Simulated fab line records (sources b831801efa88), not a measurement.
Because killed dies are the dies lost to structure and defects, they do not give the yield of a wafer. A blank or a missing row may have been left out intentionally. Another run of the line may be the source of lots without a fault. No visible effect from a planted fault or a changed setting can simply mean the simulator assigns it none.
Which of the tools did it?	flow sky130	Sampling: 6 lots, 18 wafers, 2 of 708 route steps

== WHAT THE GAUGES SHOWED, per wafer ==
SKY_VT_ADJUST_LVTN_TW_MEAS_21.
lot	measured	on	VT_ADJUST_LVTN_2_TW
L158	day 9 03:45	film_metro-04	190.2 191.1 189.8
L161	day 9 19:46	film_metro-01	187.9 188.5 188.4
L164	day 10 14:01	film_metro-01	187.6 188.0 189.5
L168	day 11 08:25	film_metro-02	171.6 170.7 170.7
L174	day 13 03:53	film_metro-02	186.5 186.4 186.6
L178	day 14 08:39	film_metro-01	189.2 188.2 188.5

== WHICH TOOL RAN EACH LOT (tool, then ch and the chambers of the sampled wafers, then the start) ==
lot	SKY_VT_ADJUST_LVTN_IMPLANT_19
L158	implanter-04 ch 0, day 9 03:30
L161	implanter-01 ch 0, day 9 19:32
L164	implanter-01 ch 0, day 10 13:47
L168	implanter-04 ch 0, day 11 08:11
L174	implanter-01 ch 0, day 13 03:38
L178	implanter-03 ch 0, day 14 08:24
- SKY_VT_ADJUST_LVTN_IMPLANT_19

== THE ANSWER, worked out from the rows above alone ==
Rule: the lots themselves supply what counts as usual. Put in order of their means at a reading, lots are off if they are a third of the lots or fewer, leave a main group of 4 or more, and stand apart from it by a gap of 3 or more times the standard deviation of the main group's means; of several such gaps the widest counts. A main group whose means are all the same, to the digits that the tables above print for the reading, isn't used. A lot without any number at a reading at which 4 lots or more have one is off too. All remaining lots with rows at the step are treated as sound.
Off: L168, seen at SKY_VT_ADJUST_LVTN_TW_MEAS_21 (VT_ADJUST_LVTN_2_TW). Mean 188.4 and standard deviation 1.2 in the main group.
If a tool, at a process step before that reading, ran all the lots that are off and no sound lot after the first of them, it fits. The gauges at SKY_VT_ADJUST_LVTN_TW_MEAS_21 are tried like those tools. One fits: implanter-04 at SKY_VT_ADJUST_LVTN_IMPLANT_19. Its last sound lot is L158 (day 9 03:30), its first lot that is off L168 (day 11 08:11): a fault that began between those two fits.

== WHAT THE SIMULATOR HAD INSERTED ==
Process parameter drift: implanter-04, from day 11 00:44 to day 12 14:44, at SKY_VT_ADJUST_LVTN_IMPLANT_19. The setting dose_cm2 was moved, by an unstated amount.
Lots struck among those shown: L168. The same result came from the rule above.
